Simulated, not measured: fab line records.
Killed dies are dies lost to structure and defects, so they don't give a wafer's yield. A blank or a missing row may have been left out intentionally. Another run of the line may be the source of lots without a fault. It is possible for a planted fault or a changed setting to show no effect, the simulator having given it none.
fab line records | flow sky130
[record] lots = 6 wafers = 18 lastDay = 50
route steps=708 shown LOCAL_INTERCONNECT@404 CONTACT@406 PAD_OPEN@708
lots that met no fault: taken from a fault-free run of the same line
startH: hours from the record's first day to the start of the lot's first wafer shown | waitH: hours elapsed since this lot's preceding step | " the same as in the row above | L1.1+2: one row covering several wafers at once | - value missing, or start not given | * or withheld: withheld | < > ~ a bound
route shown NAME@n: a module of which the file shows steps, and the number in the route of the first | usual: the fault-free wafers' mean and standard deviation | same: alike in all rows | chamber/n: place in a boat | sites: per-site readings | _std_site: standard deviation of those values | _edge_site: inner sites' mean taken away from outer sites' mean | radiusMm: for every site, how far away it sits from the centre of the wafer | mask NAME#n: copy n | behind: tool/chamber where the wafer was last shaped | hold: why the lot went on hold/how many hours it stayed there/how the hold came to an end | device: whichever transistor did not switch (one of n, p or np) | end of line: the tests these same wafers got at the end of their route | a step with no rows: only its recipe | killed: not the wafer's yield, but the dies lost to structure and defects at the first sort | map: a wafer's dies, marking killed ones x, the rest . and places with no die _
set.NAME: the setting the step ran with; set.NAME@STEP: the setting that earlier step ran with | model.NAME: the simulator's own value behind a step, which no gauge read
lots seen at some steps along the route; tables by step, rows by wafer
services: when a tool's chamber went out of use (startH, in hours from the record's first day, below 0 if earlier), for how many hours, and the reason
[[steps]]
[step SKY_LOCAL_INTERCONNECT_CLEAN_17]
[recipe] chemistry = IPA timeS = 180 tempC = 25
[step SKY_LOCAL_INTERCONNECT_CLEAN_18]
[recipe] chemistry = O3/DIW dry = n2Spin
[step SKY_CONTACT_CVD_00]
[recipe] material = Si3N4 targetThkNm = 75 tempC = 400 timeS = withheld rfW = 450
[usual] heaterPowerW = 686/89
// columns lot.wafer tool chamber startH waitH heaterPowerW
L828.1 pecvd-04 2 701.81 0.0 582
L828.4 " 2 " " 572
L828.6 " 1 " " 790
L837.1 pecvd-02 0 785.15 0.0 771
L837.3 " 2 " " 761
L837.5 " 1 " " 760
L843.4 pecvd-02 2 823.46 0.0 712
L843.5 " 0 " " 607
L843.6 " 2 " " 702
L846.2 pecvd-01 0 843.39 0.0 753
L846.4 " 1 " " 692
L846.5 " 0 " " 753
L848.2 pecvd-01 0 875.44 0.0 905
L848.4 " 2 " " 597
L848.6 " 1 " " 718
L850.1 pecvd-02 2 881.00 0.0 665
L850.3 " 1 " " 709
L850.4 " 2 " " 693
[step SKY_CONTACT_THK_MEAS_01]
[recipe] reads = Si3N4_of_CONTACT_CVD_00
[usual] CONTACT_CVD_00_THK = 74.8/1
// columns lot.wafer tool chamber startH waitH CONTACT_CVD_00_THK[nm]
L828.1 filmMetro-04 - 701.85 - 74.6
L828.4 " - " " 75.4
L828.6 " - " " 75.6
L837.1 filmMetro-03 - 785.19 - 74.2
L837.3 " - " " 74.7
L837.5 " - " " 75.8
L843.4 filmMetro-03 - 823.52 - 74.6
L843.5 " - " " 74.5
L843.6 " - " " 74.8
L846.2 filmMetro-04 - 843.44 - 73.5
L846.4 " - " " 75.1
L846.5 " - " " 74.7
L848.2 filmMetro-04 - 875.49 - 74.2
L848.4 " - " " 77.8
L848.6 " - " " 76.5
L850.1 filmMetro-02 - 881.03 - 74.0
L850.3 " - " " 74.4
L850.4 " - " " 75.1
[step SKY_CONTACT_HDPCVD_02]
[recipe] material = SiO2 targetThkNm = 565 sigmaOpenFrac = 0.3 timeS = 94.2 tempC = 600 sih4FlowSccm = 60 pressureMtorr = 6
[step SKY_CONTACT_THK_MEAS_03]
[recipe] reads = SiO2_of_CONTACT_HDPCVD_02
[usual] CONTACT_HDPCVD_THK = 562/5.3
// columns lot.wafer tool chamber startH waitH CONTACT_HDPCVD_THK[nm]
L828.1 filmMetro-03 - 701.98 0.0 560
L828.4 " - " " 564
L828.6 " - " " 562
L837.1 filmMetro-04 - 785.35 0.1 566
L837.3 " - " " 573
L837.5 " - " " 563
L843.4 filmMetro-04 - 823.65 0.0 561
L843.5 " - " " 565
L843.6 " - " " 559
L846.2 filmMetro-02 - 843.56 0.0 558
L846.4 " - " " 561
L846.5 " - " " 557
L848.2 filmMetro-02 - 875.62 0.0 561
L848.4 " - " " 553
L848.6 " - " " 565
L850.1 filmMetro-03 - 881.20 0.1 560
L850.3 " - " " 567
L850.4 " - " " 564
[step SKY_CONTACT_CMP_04]
[recipe] material = SiO2 downForcePsi = 4 platenRpm = 60 padVelocityMS = 0.94248
[usual] headPressurePsi = 4.000/0.009 motorCurrentA = 11.7/1.1 timeToEndpointS = 82/4.6
// columns lot.wafer tool chamber startH waitH headPressurePsi motorCurrentA timeToEndpointS
L828.1 cmp-01 1 702.04 0.1 4.010 12.1 87
L828.4 " 0 " " 3.997 12.5 88
L828.6 " 1 " " 4.008 11.1 84
L837.1 cmp-02 3 785.51 0.1 3.997 11.3 81
L837.3 " 0 " " 4.023 12.9 84
L837.5 " 1 " " 4.001 12.6 79
L843.4 cmp-01 2 823.83 0.2 4.027 10.7 85
L843.6 " 3 " " 3.991 10.4 77
L843.5 " 0 " " 4.011 13.7 87
L846.2 cmp-01 2 843.66 0.1 3.983 10.8 88
L846.4 " 3 " " 3.991 10.3 81
L846.5 " 2 " " 3.984 11.3 83
L848.2 cmp-02 3 875.77 0.1 4.010 11.3 81
L848.4 " 0 " " 4.001 13.4 80
L848.6 " 1 " " 3.995 12.9 81
L850.4 cmp-02 0 881.26 0.0 4.012 12.6 79
L850.1 " 1 " " 3.997 12.6 71
L850.3 " 3 " " 4.002 11.0 79
[step SKY_CONTACT_BOW_MEAS_05]
[recipe] mode = bow
[usual] CONTACT_BOW = 80/6.8
// columns lot.wafer tool chamber startH waitH CONTACT_BOW[um]
L828.1 filmMetro-04 - 702.34 0.2 82
L828.4 " - " " 80
L828.6 " - " " 80
L837.1 filmMetro-04 - 785.71 0.1 80
L837.3 " - " " 79
L837.5 " - " " 78
L843.4 filmMetro-03 - 824.04 0.2 78
L843.5 " - " " 90
L843.6 " - " " 90
L846.2 filmMetro-03 - 843.93 0.2 73
L846.4 " - " " 78
L846.5 " - " " 71
L848.2 filmMetro-02 - 875.99 0.2 77
L848.4 " - " " 80
L848.6 " - " " 79
L850.1 filmMetro-02 - 881.56 0.2 75
L850.3 " - " " 77
L850.4 " - " " 80
[step SKY_CONTACT_DEHYDRATE_06]
[recipe] tempC = 200 timeS = 60
[step SKY_CONTACT_HMDS_07]
[recipe] primeTimeS = 60 primeTempC = 120
[step SKY_CONTACT_COAT_08]
[recipe] resist = BARC tempC = withheld timeS = withheld spinRpm = 3000 resistThkNm = 60
[step SKY_CONTACT_COAT_09]
[recipe] resist = KrF-thick spinRpm = 3000 resistThkNm = 450
[step SKY_CONTACT_SOFTBAKE_10]
[recipe] tempC = 100 timeS = 90 resist = KrF-thick
[usual] exhaustPa = 45.1/0.83 heaterPowerTotalW = 57.37/0.12 plateTempC = 100.01/0.11 runLengthS = 119.07/0.25
// columns lot.wafer tool chamber startH waitH exhaustPa heaterPowerTotalW plateTempC runLengthS
L828.1 lithoTrack-04 0 715 - 46.3 57.40 99.90 118.75
L828.4 " 0 " " 45.2 57.20 99.88 118.83
L828.6 " 0 " " 46.2 57.36 99.95 118.85
L837.1 lithoTrack-02 0 798 - 45.3 57.20 99.97 119.35
L837.3 " 0 " " 44.6 57.51 100.06 119.57
L837.5 " 0 " " 45.3 57.18 100.12 119.36
L843.4 lithoTrack-04 0 837 - 45.5 61.82 - 99.54
L843.5 " 0 " " 46.0 62.12 - 99.97
L843.6 " 0 " " 45.9 61.87 - 99.90
L846.2 lithoTrack-04 0 857 - 45.2 62.06 - 99.91
L846.4 " 0 " " 45.3 62.06 - 99.61
L846.5 " 0 " " 45.8 62.02 - 99.66
L848.2 lithoTrack-02 0 888 - 45.1 57.32 99.82 119.58
L848.4 " 0 " " 45.8 57.53 99.95 119.26
L848.6 " 0 " " 44.4 57.35 99.92 119.23
L850.1 lithoTrack-01 0 894 - 44.9 57.51 99.98 118.81
L850.3 " 0 " " 44.7 57.36 99.98 119.24
L850.4 " 0 " " 45.0 57.54 100.31 118.87
[step SKY_CONTACT_EXPOSE_11]
[recipe] maskId = CTM1 na = 0.8 sourceShape = annular sigmaInner = 0.55 sigmaOuter = 0.85 targetCdNm = 170 doseMj = 38
[step SKY_PAD_OPEN_PROBE_99]
[usual] killed_at_M0_to_M3 = 44/7.3 killed_at_M4_up = 3.5/1.8 killedAtContacts = 24/5.8 killedAtFrontEnd = 16/4.3 killedAtOther = 0.5/0.68 killedDies = 88/9.4 killedOpen = 48/6.8 killedShort = 40/6.1
[same] grossDies = 492 killedAtBackSide = 0
// columns lot.wafer tool chamber startH waitH killed_at_M0_to_M3 killed_at_M4_up killedAtContacts killedAtFrontEnd killedAtOther killedDies killedOpen killedShort
L828.1 prober-02 - 1071.62 0.1 48 5 28 12 0 93 41 52
L828.4 prober-02 - 1071.77 0.2 40 2 24 22 0 88 48 40
L828.6 prober-02 - 1071.87 0.2 51 5 28 18 1 103 54 49
L837.1 prober-01 - 1133.87 0.1 53 0 28 14 1 96 53 42
L837.3 prober-01 - 1133.97 0.2 47 3 30 17 0 97 59 38
L837.5 prober-01 - 1134.07 0.2 68 3 16 19 0 106 58 46
L843.4 prober-01 - 1164.36 0.2 46 6 28 25 1 106 55 51
L843.5 prober-01 - 1164.41 0.2 47 2 22 16 1 88 52 36
L843.6 prober-01 - 1164.46 0.2 48 1 14 8 0 71 29 42
L846.2 prober-01 - 1174.12 0.1 44 4 24 17 0 89 50 38
L846.4 prober-01 - 1174.22 0.2 48 5 25 17 1 96 48 47
L846.5 prober-01 - 1174.27 0.2 41 2 27 13 0 83 37 46
L848.2 prober-01 - 1195.33 0.1 42 5 22 21 0 90 43 47
L848.4 prober-01 - 1195.43 0.2 42 7 25 15 0 89 51 38
L848.6 prober-01 - 1195.53 0.2 36 4 32 11 0 83 51 32
L850.1 prober-02 - 1198.05 0.1 41 3 27 13 1 85 46 39
L850.3 prober-02 - 1198.15 0.2 28 4 24 14 2 72 43 27
L850.4 prober-02 - 1198.20 0.2 45 3 18 12 0 78 45 33
// killed by level:class
L828.1 CONTACT:geometricParticle:short=11 METAL2:geometricParticle:short=11 VIA1:geometricParticle:open=10 VIA3:geometricParticle:open=7 LI_CONTACT:geometricParticle:open=6 POLY_GATE:geometricParticle:short=5 CONTACT:geometricParticle:open=5 VIA2:geometricParticle:open=5
L828.4 CONTACT:geometricParticle:open=11 METAL2:geometricParticle:short=7 POLY_GATE:geometricParticle:open=6 LI_CONTACT:geometricParticle:open=6 VIA2:geometricParticle:short=6 VIA1:geometricParticle:open=5 VIA2:geometricParticle:open=5 VIA3:geometricParticle:open=5
L828.6 VIA1:geometricParticle:open=13 CONTACT:geometricParticle:open=11 LI_CONTACT:geometricParticle:open=8 FIELD_ISO:geometricParticle:short=7 VIA3:geometricParticle:open=7 METAL2:geometricParticle:short=6 METAL3:geometricParticle:short=6 VIA2:geometricParticle:open=5
L837.1 VIA3:geometricParticle:open=14 CONTACT:geometricParticle:open=11 VIA1:geometricParticle:open=8 METAL2:geometricParticle:short=8 LI_CONTACT:geometricParticle:open=7 CONTACT:geometricParticle:short=6 VIA1:geometricParticle:short=5 VIA2:geometricParticle:short=5
L837.3 VIA1:geometricParticle:open=13 VIA3:geometricParticle:open=12 LI_CONTACT:geometricParticle:open=11 VIA2:geometricParticle:open=9 FIELD_ISO:geometricParticle:short=8 CONTACT:geometricParticle:open=8 LI_CONTACT:geometricParticle:short=4 CONTACT:geometricParticle:short=4
L837.5 VIA3:geometricParticle:open=14 VIA1:geometricParticle:open=13 VIA2:geometricParticle:open=12 FIELD_ISO:geometricParticle:short=6 FIELD_ISO:geometricParticle:open=6 VIA1:geometricParticle:short=6 VIA3:geometricParticle:short=6 LI_CONTACT:geometricParticle:open=5
L843.4 VIA1:geometricParticle:open=13 CONTACT:geometricParticle:open=11 FIELD_ISO:geometricParticle:short=8 LI_CONTACT:geometricParticle:open=7 METAL1:geometricParticle:short=7 CONTACT:geometricParticle:short=6 POLY_GATE:geometricParticle:short=5 METAL2:geometricParticle:short=5
L843.5 VIA1:geometricParticle:open=9 LI_CONTACT:geometricParticle:open=8 VIA2:geometricParticle:open=8 METAL1:geometricParticle:short=7 VIA3:geometricParticle:open=7 FIELD_ISO:geometricParticle:open=6 METAL2:geometricParticle:short=5 POLY_GATE:geometricParticle:short=4
L843.6 VIA1:geometricParticle:open=11 VIA1:geometricParticle:short=8 METAL1:geometricParticle:short=8 METAL2:geometricParticle:short=6 CONTACT:geometricParticle:open=5 VIA2:geometricParticle:short=5 FIELD_ISO:geometricParticle:open=3 LOCAL_INTERCONNECT:geometricParticle:short=3
L846.2 VIA1:geometricParticle:open=10 VIA2:geometricParticle:open=8 CONTACT:geometricParticle:open=7 FIELD_ISO:geometricParticle:open=6 FIELD_ISO:geometricParticle:short=5 LI_CONTACT:geometricParticle:short=5 METAL2:geometricParticle:short=5 VIA3:geometricParticle:open=5
L846.4 VIA1:geometricParticle:open=12 CONTACT:geometricParticle:open=8 METAL1:geometricParticle:short=7 VIA1:geometricParticle:short=7 LI_CONTACT:geometricParticle:open=6 CONTACT:geometricParticle:short=6 VIA2:geometricParticle:open=5 METAL2:geometricParticle:short=5
L846.5 CONTACT:geometricParticle:open=10 METAL2:geometricParticle:short=8 VIA3:geometricParticle:open=7 VIA1:geometricParticle:short=6 CONTACT:geometricParticle:short=6 LI_CONTACT:geometricParticle:open=6 VIA1:geometricParticle:open=6 LOCAL_INTERCONNECT:geometricParticle:short=5
L848.2 VIA1:geometricParticle:open=9 METAL1:geometricParticle:short=7 POLY_GATE:geometricParticle:short=7 CONTACT:geometricParticle:open=7 VIA2:geometricParticle:open=7 METAL2:geometricParticle:short=6 FIELD_ISO:geometricParticle:short=5 LI_CONTACT:geometricParticle:open=5
L848.4 CONTACT:geometricParticle:open=12 VIA1:geometricParticle:open=11 VIA3:geometricParticle:open=9 LI_CONTACT:geometricParticle:open=6 METAL2:geometricParticle:short=6 METAL4:geometricParticle:short=6 FIELD_ISO:geometricParticle:open=4 POLY_GATE:geometricParticle:open=4
L848.6 CONTACT:geometricParticle:open=14 VIA1:geometricParticle:open=8 LI_CONTACT:geometricParticle:open=6 VIA2:geometricParticle:open=5 LOCAL_INTERCONNECT:geometricParticle:short=4 METAL2:geometricParticle:short=4 FIELD_ISO:geometricParticle:open=3 LI_CONTACT:geometricParticle:short=3
L850.1 VIA2:geometricParticle:open=7 VIA2:geometricParticle:short=7 VIA3:geometricParticle:open=7 LOCAL_INTERCONNECT:geometricParticle:short=6 LI_CONTACT:geometricParticle:open=6 CONTACT:geometricParticle:open=6 VIA1:geometricParticle:open=6 METAL2:geometricParticle:short=5
L850.3 CONTACT:geometricParticle:open=14 LI_CONTACT:geometricParticle:open=5 VIA3:geometricParticle:open=5 SPACER:geometricParticle:short=4 METAL1:geometricParticle:short=4 VIA1:geometricParticle:open=4 VIA2:geometricParticle:open=4 POLY_GATE:geometricParticle:open=3
L850.4 VIA2:geometricParticle:open=10 METAL2:geometricParticle:short=8 LI_CONTACT:geometricParticle:open=7 CONTACT:geometricParticle:open=5 POLY_GATE:geometricParticle:open=4 METAL1:geometricParticle:short=4 VIA1:geometricParticle:open=4 VIA2:geometricParticle:short=4
[[services]]
// columns tool chamber startH hours kind
cmp-02 - 689.87 1.3 repair
cmp-02 - 719.57 6.6 pm
pecvd-02 - 740.63 0.4 repair
cmp-01 - 744.02 4.0 pm
cmp-01 - 748.02 - consumableReplace:conditioner
cmp-01 - 748.02 - consumableReplace:pad
cmp-02 - 753.16 0.5 repair
cmp-02 - 754.38 1.3 repair
cmp-02 - 756.85 4.5 repair
pecvd-04 - 774.75 5.5 pm
cmp-01 - 783.15 0.3 repair
pecvd-02 0 789.79 11.9 repair
lithoTrack-04 - 793.79 - consumableReplace:filter
pecvd-02 - 806.49 5.5 pm
pecvd-02 - 816.14 2.8 pm
pecvd-02 1 818.89 - clean
pecvd-02 1 818.89 - consumableReplace:showerhead
pecvd-02 1 818.89 29.0 scheduledDown
pecvd-01 0 821.10 5.4 repair
pecvd-04 - 821.93 22.3 repair
cmp-02 - 843.37 5.6 repair
pecvd-01 - 860.02 1.3 repair
cmp-01 - 876.30 3.9 pm
cmp-02 - 884.25 6.9 pm
[[key]]
[firstSign] step = SKY_CONTACT_SOFTBAKE_10 reading = runLengthS direction = down sigmas = 77 usual = * struck = *
[effect] step = SKY_CONTACT_SOFTBAKE_10 reading = heaterPowerTotalW direction = up sigmas = 39 usual = * struck = *
metAt SKY_CONTACT_SOFTBAKE_10
struckWafers L843.4,L843.5,L843.6,L846.2,L846.4,L846.5
testerLeftOut L843,L846
[loopTrim] step = SKY_CONTACT_EXPOSE_11 setting = dose lots = L846
onsetBetween 715 837
[fault] kind = processParameterDrift tool = lithoTrack-04 chamber = - onsetH = 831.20 steps = SKY_CONTACT_SOFTBAKE_10 channel = timeS offset = * shape = step endH = 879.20 actsIn = * stated = *
// testerLeftOut: of these lots the tester's yield and bins aren't shown, on N5 and GAA mostly nor the transistor test; their killed dies are dies lost to structure and defects alone, not to doping, threshold or leakage, so they don't give the yield
// loopTrim: a control loop set the setting to another value than it would have without faults
